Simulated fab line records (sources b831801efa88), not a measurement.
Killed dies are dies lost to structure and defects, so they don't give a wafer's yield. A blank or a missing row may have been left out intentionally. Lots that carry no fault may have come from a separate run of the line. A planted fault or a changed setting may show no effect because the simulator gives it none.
Chamber matching -- flow sky130 -- 4 sister chambers for SKY_CONTACT_CMP_04 on cmp-01
The step polishes SiO2. 8 wafers are shown with their chamber, then 12 later ones without.

== EACH WAFER AND ITS CHAMBER ==
wafer,chamber,motor_current_A (A),time_to_endpoint_s (s)
L082.3,2,12.4,92
L089.4,0,12.3,81
L092.4,1,9.6,73
L092.5,0,11.2,72
L092.6,3,11.7,75
L093.1,1,9.4,77
L093.5,2,12.1,82
L093.6,3,11.2,79

== WAFERS WHOSE CHAMBER IS MISSING ==
wafer,motor_current_A (A),time_to_endpoint_s (s)
L096.1,12.5,92
L096.3,10.9,83
L096.6,9.6,80
L095.2,11.2,89
L095.4,9.2,82
L095.5,11.4,85
L095.1,12.1,95
L095.3,11.1,84
L095.6,9.9,80
L097.1,9.6,80
L097.2,11.7,91
L097.3,11.4,82

== CHAMBER TAKEN BY EACH ==
wafer,from the rows above,in truth
L096.1,2,2
L096.3,can't be placed: 3 or 0 or 2 or 1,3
L096.6,1,1
L095.2,can't be placed: 2 or 3 or 0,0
L095.4,1,1
L095.5,can't be placed: 3 or 0 or 2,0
L095.1,2,2
L095.3,can't be placed: 3 or 0 or 2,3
L095.6,1,1
L097.1,1,1
L097.2,can't be placed: 2 or 3 or 0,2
L097.3,can't be placed: 3 or 0 or 2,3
Correctly placed: 6 of 12. Can't be placed from these rows: 6 (the true chamber is among the candidates in 6). 0 placed wrongly.
How it was worked out, from the rows above alone: a wafer's distance from a chamber is the root of the sum, over the readings, of the square of ((its reading less the chamber's mean) divided by the reading's scatter). If the next closest chamber is less than 2 further off than the closest, the wafer can't be placed; otherwise it belongs to the closest. For every chamber, the mean is computed from those of its wafers that are shown. How the scatter is found: for the shown wafers, subtract from each reading the mean of its chamber, square and add these, divide the total by (wafers less chambers), then take the root.
